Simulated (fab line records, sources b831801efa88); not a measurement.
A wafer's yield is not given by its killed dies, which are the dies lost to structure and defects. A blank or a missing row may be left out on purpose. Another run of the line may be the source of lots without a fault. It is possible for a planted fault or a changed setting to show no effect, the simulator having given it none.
The tool behind it: which one? | flow sky130 | 33 wafers from 11 lots sampled at 3 of the route's 708 steps

WHAT THE GAUGES SHOWED, per wafer
SKY_LI_CONTACT_THK_MEAS_23: measures by xrf. Usual: LI_CONTACT_W_THK 393 nm, standard deviation 5.8.
lot  | measured     | on           | LI_CONTACT_W_THK (nm) | flag
L133 | day 29 04:48 | filmMetro-03 | 398 396 397           | 
L136 | day 30 08:34 | filmMetro-03 | 392 390 390           | 
L138 | day 31 03:12 | filmMetro-04 | 386 397 385           | 
L140 | day 31 12:13 | filmMetro-04 | 386 398 396           | 
L142 | day 32 00:32 | filmMetro-03 | 394 394 401           | 
L143 | day 32 09:42 | filmMetro-04 | 391 387 397           | 
L144 | day 32 18:06 | filmMetro-02 | 390 391 392           | 
L152 | day 35 05:39 | filmMetro-04 | 396 397 398           | 
L153 | day 35 15:36 | filmMetro-04 | 387 395 385           | 
L154 | day 36 00:00 | filmMetro-02 | 395 395 392           | 
L156 | day 36 12:34 | filmMetro-04 | 386 395 392           | 

WHAT TOOL EACH LOT RAN ON (gives the tool, then ch and the chambers of the sampled wafers, and finally the start)
lot  | SKY_POLY_CUT_ETCH_11              | SKY_SD_N_STRIP_11
L133 | rieDiel-04 ch 1,2,3, day 24 07:38 | plasmaAsher-01 ch 0,1, day 27 22:46
L136 | rieDiel-04 ch 0,1,3, day 25 11:44 | plasmaAsher-02 ch 0,1, day 29 02:29
L138 | rieDiel-04 ch 0,2,3, day 26 06:50 | plasmaAsher-02 ch 0,1, day 29 20:53
L140 | rieDiel-02 ch 0,1, day 26 16:58   | plasmaAsher-04 ch 0, day 30 06:38
L142 | rieDiel-01 ch 1,2,3, day 27 06:02 | plasmaAsher-01 ch 1, day 30 18:47
L143 | rieDiel-04 ch 0,2,3, day 27 15:43 | plasmaAsher-02 ch 0,1, day 31 04:06
L144 | rieDiel-01 ch 1,3, day 28 00:29   | plasmaAsher-04 ch 0,1, day 31 12:41
L152 | rieDiel-04 ch 1,2, day 30 17:37   | plasmaAsher-02 ch 0,1, day 34 00:50
L153 | rieDiel-04 ch 0,2,3, day 31 01:34 | plasmaAsher-02 ch 0,1, day 34 11:02
L154 | rieDiel-02 ch 1,2, day 31 10:05   | plasmaAsher-02 ch 1, day 34 19:29
L156 | rieDiel-02 ch 0,3, day 32 00:07   | plasmaAsher-01 ch 0,1, day 35 08:50
- SKY_POLY_CUT_ETCH_11: etches Si3N4 in CF4/CH2F2/Ar, stops on poly-Si, time 42.5 s, target depth 60 nm.
- SKY_SD_N_STRIP_11: strips in O2/N2.

WHAT THE TOOLS THEMSELVES READ (means of the sampled wafers that have a number; where no wafer has one, the mark that the record gives instead)
SKY_POLY_CUT_ETCH_11. Usual: drypumpMotorCurrentA 5.7 A, standard deviation 0.61; oesProductAu 0.830 a.u., standard deviation 0.0062; throttleValvePct 14.995 %, standard deviation 0.0093.
lot  | tool       | drypumpMotorCurrentA (A) | oesProductAu (a.u.) | throttleValvePct (%) | flag
L133 | rieDiel-04 | 5.3                      | 0.834               | 14.990               | 
L136 | rieDiel-04 | 5.6                      | 0.829               | 14.994               | 
L138 | rieDiel-04 | 5.8                      | 0.833               | 15.002               | 
L140 | rieDiel-02 | 5.4                      | 0.825               | 14.997               | 
L142 | rieDiel-01 | 5.5                      | 0.835               | 14.992               | 
L143 | rieDiel-04 | 5.8                      | 0.833               | 14.996               | 
L144 | rieDiel-01 | 5.5                      | 0.831               | 14.992               | 
L152 | rieDiel-04 | 5.5                      | 0.828               | 14.989               | 
L153 | rieDiel-04 | 5.8                      | 0.828               | 14.994               | 
L154 | rieDiel-02 | 5.3                      | 0.823               | 14.986               | 
L156 | rieDiel-02 | 5.8                      | 0.833               | 14.985               | 

SKY_SD_N_STRIP_11. Usual: drypumpMotorCurrentA 5.55 A, standard deviation 0.19; o2FlowSccm 3001 sccm, standard deviation 8.1; oesProductAu 0.527 a.u., standard deviation 0.0045; stripTimeToEndpointS 22.56 s, standard deviation 0.045.
lot  | tool           | drypumpMotorCurrentA (A) | o2FlowSccm (sccm) | oesProductAu (a.u.) | stripTimeToEndpointS (s) | flag
L133 | plasmaAsher-01 | 5.78                     | 2997              | 0.526               | 22.57                    | 
L136 | plasmaAsher-02 | 5.42                     | 2999              | 0.524               | 22.51                    | 
L138 | plasmaAsher-02 | 5.52                     | 3005              | 0.525               | 22.46                    | 
L140 | plasmaAsher-04 | 5.68                     | 2998              | 0.523               | 22.53                    | 
L142 | plasmaAsher-01 | 5.93                     | 2992              | 0.526               | 22.56                    | 
L143 | plasmaAsher-02 | 5.52                     | 3007              | 0.525               | 22.59                    | 
L144 | plasmaAsher-04 | 5.51                     | 3006              | 0.527               | 22.60                    | 
L152 | plasmaAsher-02 | 5.52                     | 3005              | 0.527               | 22.57                    | 
L153 | plasmaAsher-02 | 5.50                     | 3002              | 0.531               | 22.55                    | 
L154 | plasmaAsher-02 | 5.60                     | 2995              | 0.524               | 22.56                    | 
L156 | plasmaAsher-01 | 5.78                     | 3004              | 0.529               | 22.64                    | 

THE ANSWER, worked out from the rows above alone
Rule: a lot counts as off when the mean over its wafers that have a number is more than 3 standard deviations away from the usual mean. A lot without any number at a reading at which 4 lots or more have one is off too. Any other lot the step has rows for is counted as sound. First the gauges in route order, then the tools' own readings, where a lot's mean is used as printed above. At the first step where some lot is off, the reading lying furthest off is the one used; lots without a number count as furthest.
No lot is off on any of the readings shown, so nothing can be concluded from this.

WHAT THE SIMULATOR PUT IN
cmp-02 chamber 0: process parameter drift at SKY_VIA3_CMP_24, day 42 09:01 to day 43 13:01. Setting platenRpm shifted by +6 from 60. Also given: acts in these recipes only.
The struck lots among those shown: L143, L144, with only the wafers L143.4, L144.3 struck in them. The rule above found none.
